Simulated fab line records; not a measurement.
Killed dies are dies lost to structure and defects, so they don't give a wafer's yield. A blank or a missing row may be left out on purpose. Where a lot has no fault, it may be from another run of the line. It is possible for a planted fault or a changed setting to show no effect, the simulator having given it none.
Which tool did it? | flow sky130 | Sampling: 13 lots, 39 wafers, 3 of 708 route steps

== WHAT EACH GAUGE READ, for each wafer ==
SKY_METAL5_THK_MEAS_06: measures by xrf.
lot  | measured     | on            | METAL5_ALCU_THK (nm)
L697 | day 42 17:44 | film-metro-04 | 1148 1145 1145
L698 | day 42 22:04 | film-metro-04 | 1172 1168 1158
L700 | day 43 16:52 | film-metro-03 | 1126 1112 1115
L701 | day 43 17:49 | film-metro-03 | 1169 1163 1167
L702 | day 44 12:22 | film-metro-02 | 1152 1150 1159
L707 | day 45 18:14 | film-metro-04 | 1166 1157 1162
L709 | day 46 03:58 | film-metro-03 | 1135 1136 1140
L710 | day 46 06:52 | film-metro-02 | 1153 1155 1146
L711 | day 46 12:25 | film-metro-04 | 1132 1153 1133
L713 | day 46 19:12 | film-metro-04 | 1151 1161 1160
L715 | day 47 06:55 | film-metro-04 | 1161 1160 1132
L717 | day 47 22:10 | film-metro-02 | 1147 1143 1138
L720 | day 48 15:04 | film-metro-02 | 1145 1154 1155

== WHAT TOOL EACH LOT RAN ON (gives the tool, then ch and the chambers of the sampled wafers, and finally the start) ==
lot  | SKY_LOCAL_INTERCONNECT_CLEAN_18 | SKY_METAL5_SPUTTER_00
L697 | wet-bench-01 ch 2, day 30 03:21 | pvd-sputter-04, day 42 17:27
L698 | wet-bench-02 ch 3, day 30 16:25 | pvd-sputter-02, day 42 21:47
L700 | wet-bench-02 ch 1, day 31 11:09 | pvd-sputter-04, day 43 16:34
L701 | wet-bench-01 ch 1, day 31 12:30 | pvd-sputter-04, day 43 17:32
L702 | wet-bench-04 ch 3, day 32 11:11 | pvd-sputter-03, day 44 12:05
L707 | wet-bench-01 ch 0, day 33 21:49 | pvd-sputter-02, day 45 17:56
L709 | wet-bench-02 ch 3, day 34 11:02 | pvd-sputter-04, day 46 03:41
L710 | wet-bench-04 ch 3, day 34 15:42 | pvd-sputter-04, day 46 06:35
L711 | wet-bench-04 ch 2, day 34 21:24 | pvd-sputter-04, day 46 12:08
L713 | wet-bench-01 ch 1, day 35 04:12 | pvd-sputter-04, day 46 18:54
L715 | wet-bench-01 ch 2, day 35 23:03 | pvd-sputter-03, day 47 06:38
L717 | wet-bench-01 ch 0, day 36 20:32 | pvd-sputter-04, day 47 21:53
L720 | wet-bench-01 ch 3, day 37 12:33 | pvd-sputter-02, day 48 14:46
- SKY_LOCAL_INTERCONNECT_CLEAN_18: cleans in O3/DIW.
- SKY_METAL5_SPUTTER_00: material Ti, target thk 15 nm, time 10 s.

== AS READ BY THE TOOLS THEMSELVES (means over the sampled wafers that have a number; for cases with no such wafer, the mark the record gives instead) ==
SKY_METAL5_SPUTTER_00.
lot  | tool           | throttle-valve-pct (%)
L697 | pvd-sputter-04 | 30.3
L698 | pvd-sputter-02 | 31.0
L700 | pvd-sputter-04 | 30.6
L701 | pvd-sputter-04 | 30.7
L702 | pvd-sputter-03 | 29.3
L707 | pvd-sputter-02 | 30.6
L709 | pvd-sputter-04 | 30.9
L710 | pvd-sputter-04 | 30.7
L711 | pvd-sputter-04 | 30.7
L713 | pvd-sputter-04 | 29.9
L715 | pvd-sputter-03 | 30.1
L717 | pvd-sputter-04 | 30.6
L720 | pvd-sputter-02 | 30.8

== THE ANSWER, worked out from the rows above alone ==
Rule: the lots themselves supply what counts as usual. The widest of any qualifying gaps counts: lots, ordered by their means at a reading, are off when they make up no more than a third of the lots, leave a main group of 4 or more, and stand apart from it by 3 or more times the standard deviation of that group's means. A main group whose means are all the same, to the digits that the tables above print for the reading, isn't used. A lot without any number at a reading at which 4 lots or more have one is off too. The other lots that the step has rows for count as sound. The gauges are gone through in route order, then the tools' own readings, and for those a lot's mean is taken as printed above. The first step at which some lot is off is used, and at that step the reading that is off furthest; a lot without a number counts as furthest.
No lot is off on any of the readings shown, so nothing can be concluded from this.

== WHAT THE SIMULATOR HAD PUT IN ==
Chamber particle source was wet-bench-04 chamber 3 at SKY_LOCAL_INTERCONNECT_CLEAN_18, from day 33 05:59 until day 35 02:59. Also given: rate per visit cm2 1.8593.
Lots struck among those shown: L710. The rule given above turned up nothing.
